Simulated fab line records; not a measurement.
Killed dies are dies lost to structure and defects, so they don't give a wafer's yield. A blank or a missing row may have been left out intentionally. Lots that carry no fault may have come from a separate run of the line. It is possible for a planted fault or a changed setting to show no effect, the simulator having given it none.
What tool caused it? -- flow sky130 -- 10 lots, 30 wafers sampled, at 6 steps of a route of 708

WHAT EACH GAUGE READ, for each wafer
SKY_VIA1_BOW_MEAS_03.
lot,measured,on,VIA1_BOW (um)
L260,day 33 15:05,film_metro-04,70 79 85
L262,day 33 20:15,film_metro-04,78 71 74
L264,day 34 22:26,film_metro-04,78 76 70
L265,day 35 00:53,film_metro-01,74 68 87
L266,day 35 06:56,film_metro-04,86 89 89
L268,day 35 17:16,film_metro-01,79 70 78
L270,day 36 09:31,film_metro-01,86 80 88
L278,day 39 04:02,film_metro-01,71 79 74
L279,day 39 18:50,film_metro-03,88 79 95
L281,day 39 21:28,film_metro-03,90 80 77

SKY_VIA2_RS_MEAS_22: the measuring method here is four-point-probe.
lot,measured,on,VIA2_W_RS (ohm/sq)
L260,day 37 00:49,film_metro-04,0.2729 0.2754 0.2707
L262,day 37 05:57,film_metro-04,0.2742 0.2722 0.2727
L264,day 38 08:01,film_metro-04,0.2745 0.2715 0.2712
L265,day 38 10:16,film_metro-04,0.2745 0.2721 0.2754
L266,day 38 15:17,film_metro-04,0.2721 0.2769 0.2711
L268,day 39 01:35,film_metro-02,0.2789 0.2737 0.2762
L270,day 39 17:39,film_metro-02,0.2752 0.2722 0.2736
L278,day 42 07:58,film_metro-04,0.2678 0.2697 0.2740
L279,day 42 23:50,film_metro-02,0.2744 0.2737 0.2732
L281,day 43 00:43,film_metro-01,0.2717 0.2761 0.2742

SKY_CAPM_RS_MEAS_03: the measuring method here is four-point-probe.
lot,measured,on,CAPM_TIN_RS (ohm/sq)
L260,day 37 01:38,film_metro-02,6.89 6.92 6.91
L262,day 37 06:47,film_metro-02,6.90 6.92 6.86
L264,day 38 08:50,film_metro-03,6.88 6.83 6.86
L265,day 38 11:05,film_metro-03,6.80 6.80 6.79
L266,day 38 16:07,film_metro-03,6.92 6.93 6.93
L268,day 39 02:25,film_metro-04,6.86 6.89 6.90
L270,day 39 18:28,film_metro-02,6.92 6.96 6.86
L278,day 42 08:48,film_metro-03,4.46 7.04 7.04
L279,day 43 00:50,film_metro-02,6.91 6.90 4.44
L281,day 43 01:33,film_metro-03,6.86 6.87 6.84

SKY_CAPM_THK_MEAS_04: measures by xrf.
lot,measured,on,CAPM_TIN_THK (nm)
L260,day 37 01:44,film_metro-02,202.0 201.8 200.9
L262,day 37 06:53,film_metro-02,200.5 201.5 203.6
L264,day 38 08:56,film_metro-03,199.3 200.0 199.9
L265,day 38 11:13,film_metro-03,200.6 201.6 201.6
L266,day 38 16:14,film_metro-03,197.7 197.9 198.0
L268,day 39 02:32,film_metro-04,201.4 200.1 199.7
L270,day 39 18:35,film_metro-02,202.2 201.0 203.1
L278,day 42 08:55,film_metro-03,303.9 195.0 195.2
L279,day 43 00:58,film_metro-02,199.6 201.0 309.6
L281,day 43 01:39,film_metro-03,199.0 199.2 200.3

TOOL THAT RAN EACH LOT (tool first, then ch and the chambers of the sampled wafers, then the start)
lot,SKY_METAL1_SPUTTER_01,SKY_CAPM_SPUTTER_02
L260,"pvd_sputter-03, day 32 10:17","pvd_sputter-04, day 37 01:29"
L262,"pvd_sputter-02, day 32 16:11","pvd_sputter-01, day 37 06:39"
L264,"pvd_sputter-04, day 33 18:15","pvd_sputter-04, day 38 08:41"
L265,"pvd_sputter-04, day 33 21:09","pvd_sputter-01, day 38 10:59"
L266,"pvd_sputter-02, day 34 03:22","pvd_sputter-01, day 38 16:00"
L268,"pvd_sputter-03, day 34 13:11","pvd_sputter-01, day 39 02:18"
L270,"pvd_sputter-02, day 35 05:47","pvd_sputter-04, day 39 18:22"
L278,"pvd_sputter-03, day 38 01:55","pvd_sputter-04, day 42 08:41"
L279,"pvd_sputter-02, day 38 16:27","pvd_sputter-04, day 43 00:44"
L281,"pvd_sputter-02, day 38 19:25","pvd_sputter-02, day 43 01:23"
- SKY_METAL1_SPUTTER_01: material TiN, target thk 20 nm, time 16.7 s.
- SKY_CAPM_SPUTTER_02: material TiN, target thk 200 nm, time 166.7 s.

AS READ BY THE TOOLS THEMSELVES (means over the sampled wafers that have a number; for cases with no such wafer, the mark the record gives instead)
SKY_METAL1_SPUTTER_01.
lot,tool,cathode_dc_power_W (W),throttle_valve_pct (%)
L260,pvd_sputter-03,6499.2,30.3
L262,pvd_sputter-02,6499.4,29.9
L264,pvd_sputter-04,6499.2,29.8
L265,pvd_sputter-04,6500.9,30.3
L266,pvd_sputter-02,6499.0,30.0
L268,pvd_sputter-03,6499.8,29.1
L270,pvd_sputter-02,6500.8,31.0
L278,pvd_sputter-03,6499.9,30.5
L279,pvd_sputter-02,6499.3,29.9
L281,pvd_sputter-02,6500.3,29.8

SKY_CAPM_SPUTTER_02.
lot,tool,cathode_dc_power_W (W),throttle_valve_pct (%)
L260,pvd_sputter-04,6500.5,30.8
L262,pvd_sputter-01,6499.6,29.1
L264,pvd_sputter-04,6500.4,30.4
L265,pvd_sputter-01,6501.5,30.5
L266,pvd_sputter-01,6500.2,31.2
L268,pvd_sputter-01,6500.2,29.8
L270,pvd_sputter-04,6500.3,29.9
L278,pvd_sputter-04,7676.8,31.0
L279,pvd_sputter-04,7677.1,30.4
L281,pvd_sputter-02,6501.0,29.9

THE ANSWER, worked out from the rows above alone
Rule: what is usual is taken from the lots themselves. Put in order of their means at a reading, lots are off if they are a third of the lots or fewer, leave a main group of 4 or more, and stand apart from it by a gap of 3 or more times the standard deviation of the main group's means; of several such gaps the widest counts. If all means in a main group match to the digits the tables above print for the reading, that group is not used. Also off: a lot with no number at a reading for which 4 or more lots have one. The other lots that the step has rows for count as sound. After the gauges, taken in route order, come the tools' own readings; for these a lot's mean is taken, as printed above. The first step at which some lot is off is used, and at that step the reading that is off furthest; a lot without a number counts as furthest.
Off: L278, L279, at SKY_CAPM_RS_MEAS_03 (CAPM_TIN_RS). The main group has a mean of 6.88 ohm/sq with a standard deviation of 0.039.
If a tool, at a process step before that reading, ran all the lots that are off and no sound lot after the first of them, it fits. Not tried: the gauges at SKY_CAPM_RS_MEAS_03; whatever is off there is also off at SKY_CAPM_SPUTTER_02, on other tools, and gauge error can't account for it. One candidate fits, namely pvd_sputter-04 at SKY_CAPM_SPUTTER_02. A fault onset in the window from L270 (day 39 18:22, its last sound lot) to L278 (day 42 08:41, its first lot off) fits.
On the lots that are off, the tool's own readings at SKY_CAPM_SPUTTER_02 differ by more than 5 times the standard deviation of the sound lots' means, which bears it out; cathode_dc_power_W reads 7677.0 W there versus 6500.5 W on the sound lots.

WHAT HAD BEEN PUT IN BY THE SIMULATOR
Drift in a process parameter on pvd_sputter-04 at SKY_CAPM_SPUTTER_02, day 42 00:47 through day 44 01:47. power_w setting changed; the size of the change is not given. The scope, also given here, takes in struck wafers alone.
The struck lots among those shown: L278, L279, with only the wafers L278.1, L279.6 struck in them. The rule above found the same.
